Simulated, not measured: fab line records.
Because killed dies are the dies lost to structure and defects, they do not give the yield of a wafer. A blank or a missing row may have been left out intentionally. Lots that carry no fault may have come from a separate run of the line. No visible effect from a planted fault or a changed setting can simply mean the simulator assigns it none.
Which tool is to blame? || flow gf180mcu || Sampling: 6 lots, 18 wafers, 3 of 602 route steps

WHAT THE GAUGES READ, wafer by wafer
GF_VT_IMPLANT_RS_MEAS_48: uses a four-point probe to measure.
{"lot": "L418", "measured": "day 7 21:11", "on": "filmMetro-03", "LVPWELL_RS (ohm/sq)": "1200 1198 1196"}
{"lot": "L423", "measured": "day 9 07:17", "on": "filmMetro-03", "LVPWELL_RS (ohm/sq)": "1267 1268 1267"}
{"lot": "L426", "measured": "day 10 01:50", "on": "filmMetro-03", "LVPWELL_RS (ohm/sq)": "1200 1197 1195"}
{"lot": "L431", "measured": "day 11 22:27", "on": "filmMetro-03", "LVPWELL_RS (ohm/sq)": "1199 1196 1193"}
{"lot": "L436", "measured": "day 13 01:21", "on": "filmMetro-04", "LVPWELL_RS (ohm/sq)": "1194 1194 1193"}
{"lot": "L440", "measured": "day 14 00:58", "on": "filmMetro-04", "LVPWELL_RS (ohm/sq)": "1192 1195 1194"}

WHAT TOOL EACH LOT RAN ON (gives the tool, then ch and the chambers of the sampled wafers, and finally the start)
{"lot": "L418", "GF_STI_ETCH_13": "rieDiel-03 ch 0,1, day 2 06:35", "GF_LVPWELL_IMPLANT_08": "implanter-02 ch 0, day 4 02:41"}
{"lot": "L423", "GF_STI_ETCH_13": "rieDiel-02 ch 2,3, day 3 08:41", "GF_LVPWELL_IMPLANT_08": "implanter-02 ch 0, day 5 07:19"}
{"lot": "L426", "GF_STI_ETCH_13": "rieDiel-02 ch 0,1, day 3 23:32", "GF_LVPWELL_IMPLANT_08": "implanter-01 ch 0, day 5 23:46"}
{"lot": "L431", "GF_STI_ETCH_13": "rieDiel-03 ch 0,2, day 5 02:19", "GF_LVPWELL_IMPLANT_08": "implanter-01 ch 0, day 7 12:04"}
{"lot": "L436", "GF_STI_ETCH_13": "rieDiel-02 ch 0,3, day 6 05:56", "GF_LVPWELL_IMPLANT_08": "implanter-01 ch 0, day 8 12:05"}
{"lot": "L440", "GF_STI_ETCH_13": "rieDiel-03 ch 0,1,2, day 6 23:54", "GF_LVPWELL_IMPLANT_08": "implanter-01 ch 0, day 9 06:43"}
- GF_STI_ETCH_13: etches the open film in CHF3/O2, stops on Si, target depth 282.31 nm, time 112.9 s.
- GF_LVPWELL_IMPLANT_08

THE ANSWER, worked out from the rows above alone
Rule: the lots themselves supply what counts as usual. The widest of any qualifying gaps counts: lots, ordered by their means at a reading, are off when they make up no more than a third of the lots, leave a main group of 4 or more, and stand apart from it by 3 or more times the standard deviation of that group's means. A main group whose means are all the same, to the digits that the tables above print for the reading, isn't used. Also off: a lot with no number at a reading for which 4 or more lots have one. Any other lot the step has rows for is counted as sound.
Off: at GF_VT_IMPLANT_RS_MEAS_48 (LVPWELL_RS), L423. The main group has a mean of 1196 ohm/sq with a standard deviation of 1.8.
A tool fits if, at a process step before that reading, it ran every lot that is off, and no sound lot after the first of them. Those tools and the gauges at GF_VT_IMPLANT_RS_MEAS_48 are tried in the same way. One candidate fits, namely implanter-02 at GF_LVPWELL_IMPLANT_08. A fault onset in the window from L418 (day 4 02:41, its last sound lot) to L423 (day 5 07:19, its first lot off) fits.

WHAT THE SIMULATOR HAD PUT IN
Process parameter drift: implanter-02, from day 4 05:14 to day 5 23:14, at GF_LVPWELL_IMPLANT_08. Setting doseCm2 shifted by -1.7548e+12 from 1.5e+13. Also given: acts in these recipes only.
Lots struck among those shown: L423. Same finding as the rule above.
